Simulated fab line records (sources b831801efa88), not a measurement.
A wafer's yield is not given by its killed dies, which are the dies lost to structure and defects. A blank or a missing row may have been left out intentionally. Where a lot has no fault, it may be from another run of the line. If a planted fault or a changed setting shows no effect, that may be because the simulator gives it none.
Matching of chambers :: flow gf180mcu :: GF_V4_CMP_04 on cmp-02: 4 sister chambers
The step polishes SiO2. 18 wafers are shown with their chamber, then 9 later ones without.

WAFERS, EACH WITH ITS CHAMBER
wafer: L075.1
chamber: 2
slurry_filter_dp_kPa (kPa): 13.49
head_pressure_psi (psi): 3.993
motor_current_A (A): 10.9

wafer: L075.2
chamber: 0
slurry_filter_dp_kPa (kPa): 13.55
head_pressure_psi (psi): 4.010
motor_current_A (A): 11.5

wafer: L075.4
chamber: 1
slurry_filter_dp_kPa (kPa): 13.39
head_pressure_psi (psi): 4.007
motor_current_A (A): 12.3

wafer: L080.1
chamber: 3
slurry_filter_dp_kPa (kPa): 13.26
head_pressure_psi (psi): 3.985
motor_current_A (A): 11.1

wafer: L080.2
chamber: 2
slurry_filter_dp_kPa (kPa): 13.59
head_pressure_psi (psi): 4.000
motor_current_A (A): 11.6

wafer: L080.3
chamber: 0
slurry_filter_dp_kPa (kPa): 13.37
head_pressure_psi (psi): 4.012
motor_current_A (A): 11.0

wafer: L081.1
chamber: 3
slurry_filter_dp_kPa (kPa): 13.27
head_pressure_psi (psi): 4.004
motor_current_A (A): 11.1

wafer: L081.3
chamber: 0
slurry_filter_dp_kPa (kPa): 13.54
head_pressure_psi (psi): 4.015
motor_current_A (A): 11.6

wafer: L081.4
chamber: 2
slurry_filter_dp_kPa (kPa): 13.44
head_pressure_psi (psi): 3.995
motor_current_A (A): 11.3

wafer: L082.1
chamber: 1
slurry_filter_dp_kPa (kPa): 13.39
head_pressure_psi (psi): 3.997
motor_current_A (A): 11.3

wafer: L082.4
chamber: 3
slurry_filter_dp_kPa (kPa): 13.23
head_pressure_psi (psi): 4.006
motor_current_A (A): 10.7

wafer: L082.6
chamber: 3
slurry_filter_dp_kPa (kPa): 13.33
head_pressure_psi (psi): 3.993
motor_current_A (A): 10.7

wafer: L084.2
chamber: 3
slurry_filter_dp_kPa (kPa): 13.66
head_pressure_psi (psi): 4.006
motor_current_A (A): 11.1

wafer: L084.4
chamber: 1
slurry_filter_dp_kPa (kPa): 13.68
head_pressure_psi (psi): 3.988
motor_current_A (A): 11.6

wafer: L084.6
chamber: 3
slurry_filter_dp_kPa (kPa): 13.37
head_pressure_psi (psi): 4.014
motor_current_A (A): 11.9

wafer: L089.2
chamber: 0
slurry_filter_dp_kPa (kPa): 13.32
head_pressure_psi (psi): 3.993
motor_current_A (A): 10.9

wafer: L089.3
chamber: 3
slurry_filter_dp_kPa (kPa): 13.34
head_pressure_psi (psi): 3.995
motor_current_A (A): 10.9

wafer: L089.6
chamber: 1
slurry_filter_dp_kPa (kPa): 13.54
head_pressure_psi (psi): 4.006
motor_current_A (A): 11.1

SIGNATURES, as means of the wafers listed above
reading: slurry_filter_dp_kPa
chamber 0: 13.4450
chamber 1: 13.5000
chamber 2: 13.5067
chamber 3: 13.3514
scatter within a chamber: 0.13

reading: head_pressure_psi
chamber 0: 4.00750
chamber 1: 3.99950
chamber 2: 3.99600
chamber 3: 4.00043
scatter within a chamber: 0.00901

reading: motor_current_A
chamber 0: 11.250
chamber 1: 11.575
chamber 2: 11.267
chamber 3: 11.071
scatter within a chamber: 0.417
Rule: distance of a wafer from a chamber = root of the sum over the readings of ((wafer's reading minus chamber's mean) / reading's scatter) squared. The wafer belongs to the nearest chamber; if the next one is less than 2 further off, it can't be placed. The scatter: take each reading less its chamber's mean, square it, sum over the shown wafers, divide by the number of wafers less the number of chambers, and take the root.

WAFERS WHOSE CHAMBER IS MISSING
wafer: L094.2
slurry_filter_dp_kPa (kPa): 13.45
head_pressure_psi (psi): 4.008
motor_current_A (A): 11.1

wafer: L094.3
slurry_filter_dp_kPa (kPa): 13.50
head_pressure_psi (psi): 3.995
motor_current_A (A): 11.5

wafer: L094.6
slurry_filter_dp_kPa (kPa): 13.61
head_pressure_psi (psi): 4.005
motor_current_A (A): 11.6

wafer: L095.1
slurry_filter_dp_kPa (kPa): 13.59
head_pressure_psi (psi): 4.007
motor_current_A (A): 11.0

wafer: L095.2
slurry_filter_dp_kPa (kPa): 13.58
head_pressure_psi (psi): 3.998
motor_current_A (A): 11.5

wafer: L095.5
slurry_filter_dp_kPa (kPa): 13.35
head_pressure_psi (psi): 4.002
motor_current_A (A): 12.0

wafer: L097.1
slurry_filter_dp_kPa (kPa): 13.64
head_pressure_psi (psi): 4.009
motor_current_A (A): 10.8

wafer: L097.3
slurry_filter_dp_kPa (kPa): 13.67
head_pressure_psi (psi): 4.005
motor_current_A (A): 11.7

wafer: L097.4
slurry_filter_dp_kPa (kPa): 13.56
head_pressure_psi (psi): 3.988
motor_current_A (A): 11.1

EACH ONE'S CHAMBER
wafer: L094.2
from the rows above: can't be placed: 0 or 3 or 2 or 1
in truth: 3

wafer: L094.3
from the rows above: can't be placed: 1 or 2 or 0 or 3
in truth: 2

wafer: L094.6
from the rows above: can't be placed: 1 or 2 or 0 or 3
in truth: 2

wafer: L095.1
from the rows above: can't be placed: 0 or 2 or 1 or 3
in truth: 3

wafer: L095.2
from the rows above: can't be placed: 1 or 2 or 0 or 3
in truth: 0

wafer: L095.5
from the rows above: can't be placed: 1 or 0 or 2 or 3
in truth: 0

wafer: L097.1
from the rows above: can't be placed: 0 or 2 or 1 or 3
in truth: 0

wafer: L097.3
from the rows above: can't be placed: 1 or 2 or 0 or 3
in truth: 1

wafer: L097.4
from the rows above: can't be placed: 2 or 1 or 3 or 0
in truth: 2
0 of 9 placed correctly. Unplaceable from these rows: 9, with the true chamber sitting among the candidates in 9. Placed wrongly: 0.
